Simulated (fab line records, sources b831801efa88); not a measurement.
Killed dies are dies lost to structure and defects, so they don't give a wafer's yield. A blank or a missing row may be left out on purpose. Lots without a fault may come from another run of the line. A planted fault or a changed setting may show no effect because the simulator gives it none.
Which tool did it? | flow gf180mcu | 6 lots, 18 wafers sampled, at 2 steps of a route of 602

WHAT THE GAUGES READ, wafer by wafer
GF_STI_THK_MEAS_04.
lot  | measured    | on            | STI_CVD_03_THK (nm)
L590 | day 1 19:24 | film_metro-01 | 207.9 208.5 207.0
L592 | day 2 06:10 | film_metro-03 | 209.7 209.0 210.1
L600 | day 3 21:35 | film_metro-02 | 176.7 178.7 179.7
L602 | day 4 06:34 | film_metro-03 | 204.5 204.3 204.5
L604 | day 4 16:34 | film_metro-02 | 206.8 209.2 207.5
L609 | day 5 17:34 | film_metro-01 | 205.9 207.0 207.9

WHICH TOOL RAN EACH LOT (tool, then ch and the chambers of the sampled wafers, then the start)
lot  | GF_STI_CVD_03
L590 | lpcvd-01 ch 1, day 1 17:23
L592 | lpcvd-01 ch 0, day 2 04:10
L600 | lpcvd-01 ch 1, day 3 18:35
L602 | lpcvd-02 ch 0, day 4 04:34
L604 | lpcvd-02 ch 0, day 4 14:34
L609 | lpcvd-02 ch 1, day 5 15:34
- GF_STI_CVD_03: deposits Si3N4 from DCS/NH3, target thk 207.16 nm, time 3551 s.

THE ANSWER, worked out from the rows above alone
Rule: what is usual is taken from the lots themselves. Put in order of their means at a reading, lots are off if they are a third of the lots or fewer, leave a main group of 4 or more, and stand apart from it by a gap of 3 or more times the standard deviation of the main group's means; of several such gaps the widest counts. A main group whose means are all the same, to the digits that the tables above print for the reading, isn't used. A lot without any number at a reading at which 4 lots or more have one is off too. The other lots that the step has rows for count as sound.
Off: L600, at GF_STI_THK_MEAS_04 (STI_CVD_03_THK). The main group: mean 207.3 nm, standard deviation 1.7.
A tool fits if, at a process step before that reading, it ran every lot that is off, and no sound lot after the first of them. The gauges at GF_STI_THK_MEAS_04 are tried like those tools. One fits: lpcvd-01 at GF_STI_CVD_03. Its last sound lot is L592 (day 2 04:10), its first lot that is off L600 (day 3 18:35): a fault that began between those two fits.

WHAT THE SIMULATOR HAD PUT IN
Process parameter drift: lpcvd-01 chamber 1, from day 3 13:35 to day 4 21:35, at GF_STI_CVD_03. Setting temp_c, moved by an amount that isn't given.
Lots struck among those shown: L600. The rule above found the same.
